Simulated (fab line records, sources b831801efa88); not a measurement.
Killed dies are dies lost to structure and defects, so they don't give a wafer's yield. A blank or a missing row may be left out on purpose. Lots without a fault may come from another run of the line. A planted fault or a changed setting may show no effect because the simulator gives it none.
One fault seen from 2 desks | flow sfq_line | each desk has only its own numbers; what lay behind them comes last

THE TOOL OWNER'S DESK: rie_metal-02
The tool's own readings at SFQ_TRILAYER_M3_BARC_OPEN_METAL_ETCH_100 (etches BARC in O2, target depth 125 nm, time 41.7 s): means of the sampled wafers that have a number, for each lot that ran on this tool. A lot is out of limits, marked OUT, if its mean lies more than 4 standard deviations from the usual mean; the brackets give that distance.
Columns: A = drypump_motor_current_A at SFQ_TRILAYER_M3_BARC_OPEN_METAL_ETCH_100, usual 5.8 A; B = oes_product_au at SFQ_TRILAYER_M3_BARC_OPEN_METAL_ETCH_100, usual 0.685 a.u.; C = run_length_s at SFQ_TRILAYER_M3_BARC_OPEN_METAL_ETCH_100, usual 70.2 s
lot  | first seen here | A   | B     | C
L833 | day 43 06:37    | 5.7 | 0.684 | 70.2
L836 | day 43 11:25    | 6.0 | 0.672 | 71.9
L845 | day 51 05:00    | 5.9 | 0.684 | 70.3
This desk's finding: nothing out of limits on any of the 3 lots.

THE METROLOGY DESK
What the gauges read, lot by lot, whatever tool the lot ran on: means of the sampled wafers that have a number. A lot is out of limits, marked OUT, if its mean lies more than 4 standard deviations from the usual mean; the brackets give that distance.
Columns: A = M3_NB_RS at SFQ_M3_RS_MEAS_919, usual 0.886 ohm/sq; B = M3_OVL at SFQ_M3_OVL_MEAS_921, usual -1 nm
lot  | first seen here | A     | B
L825 | day 35 01:49    | 0.874 | -8
L833 | day 40 01:16    | 0.866 | -10
L836 | day 41 09:02    | 0.888 | 1
L837 | day 42 02:20    | 0.893 | 2
L845 | day 46 14:37    | 0.890 | -1
This desk's finding: nothing out of limits on any of the 5 lots.

PUT TOGETHER
The tool owner's desk saw nothing out of limits.
The metrology desk saw nothing out of limits.

WHAT THE SIMULATOR HAD PUT IN
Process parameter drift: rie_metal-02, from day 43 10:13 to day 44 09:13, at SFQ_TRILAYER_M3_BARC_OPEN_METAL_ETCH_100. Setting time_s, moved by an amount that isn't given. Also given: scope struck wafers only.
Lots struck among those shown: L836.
